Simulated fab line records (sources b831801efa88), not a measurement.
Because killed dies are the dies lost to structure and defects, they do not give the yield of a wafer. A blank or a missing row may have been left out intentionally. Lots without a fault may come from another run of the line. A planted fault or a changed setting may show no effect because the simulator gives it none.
Which tool is to blame? / flow gf180mcu / 18 wafers from 6 lots sampled at 3 of the route's 602 steps

== WHAT EACH GAUGE READ, for each wafer ==
GF_VT_IMPLANT_RS_MEAS_48: a four-point-probe measurement.
lot=L464; measured=day 8 01:55; on=filmMetro-04; LVPWELL_RS (ohm/sq)=1196 1199 1198
lot=L466; measured=day 8 11:28; on=filmMetro-04; LVPWELL_RS (ohm/sq)=1191 1190 1191
lot=L468; measured=day 9 03:26; on=filmMetro-01; LVPWELL_RS (ohm/sq)=1199 1201 1200
lot=L476; measured=day 11 12:29; on=filmMetro-04; LVPWELL_RS (ohm/sq)=1246 1247 1198
lot=L478; measured=day 12 07:34; on=filmMetro-04; LVPWELL_RS (ohm/sq)=1195 1194 1195
lot=L485; measured=day 13 21:44; on=filmMetro-04; LVPWELL_RS (ohm/sq)=1194 1197 1195

== WHAT TOOL EACH LOT RAN ON (gives the tool, then ch and the chambers of the sampled wafers, and finally the start) ==
lot=L464; GF_LVPWELL_IMPLANT_08=implanter-02 ch 0, day 4 07:31; GF_VT_IMPLANT_RTA_45=rtpAnneal-02 ch 0, day 8 01:34
lot=L466; GF_LVPWELL_IMPLANT_08=implanter-02 ch 0, day 4 17:58; GF_VT_IMPLANT_RTA_45=rtpAnneal-02 ch 0, day 8 11:07
lot=L468; GF_LVPWELL_IMPLANT_08=implanter-02 ch 0, day 5 05:01; GF_VT_IMPLANT_RTA_45=rtpAnneal-01 ch 0, day 9 03:06
lot=L476; GF_LVPWELL_IMPLANT_08=implanter-02 ch 0, day 7 06:26; GF_VT_IMPLANT_RTA_45=rtpAnneal-02 ch 0, day 11 12:09
lot=L478; GF_LVPWELL_IMPLANT_08=implanter-01 ch 0, day 7 20:32; GF_VT_IMPLANT_RTA_45=rtpAnneal-02 ch 0, day 12 07:13
lot=L485; GF_LVPWELL_IMPLANT_08=implanter-01 ch 0, day 9 04:44; GF_VT_IMPLANT_RTA_45=rtpAnneal-02 ch 0, day 13 21:23
- GF_LVPWELL_IMPLANT_08
- GF_VT_IMPLANT_RTA_45: time 30 s.

== THE ANSWER, worked out from the rows above alone ==
Rule: the usual values come from the lots themselves. Put in order of their means at a reading, lots are off if they are a third of the lots or fewer, leave a main group of 4 or more, and stand apart from it by a gap of 3 or more times the standard deviation of the main group's means; of several such gaps the widest counts. If all means in a main group match to the digits the tables above print for the reading, that group is not used. Also off: a lot with no number at a reading for which 4 or more lots have one. Any other lot the step has rows for is counted as sound.
Off: L476, seen at GF_VT_IMPLANT_RS_MEAS_48 (LVPWELL_RS). For the main group the mean is 1196 ohm/sq and the standard deviation 3.1.
If a tool, at a process step before that reading, ran all the lots that are off and no sound lot after the first of them, it fits. The gauges at GF_VT_IMPLANT_RS_MEAS_48 are tried like those tools. One fits: implanter-02 at GF_LVPWELL_IMPLANT_08. A fault onset in the window from L468 (day 5 05:01, its last sound lot) to L476 (day 7 06:26, its first lot off) fits.

== WHAT WAS PUT IN BY THE SIMULATOR ==
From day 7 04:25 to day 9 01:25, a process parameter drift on implanter-02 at GF_LVPWELL_IMPLANT_08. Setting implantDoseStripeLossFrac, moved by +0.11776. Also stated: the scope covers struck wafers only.
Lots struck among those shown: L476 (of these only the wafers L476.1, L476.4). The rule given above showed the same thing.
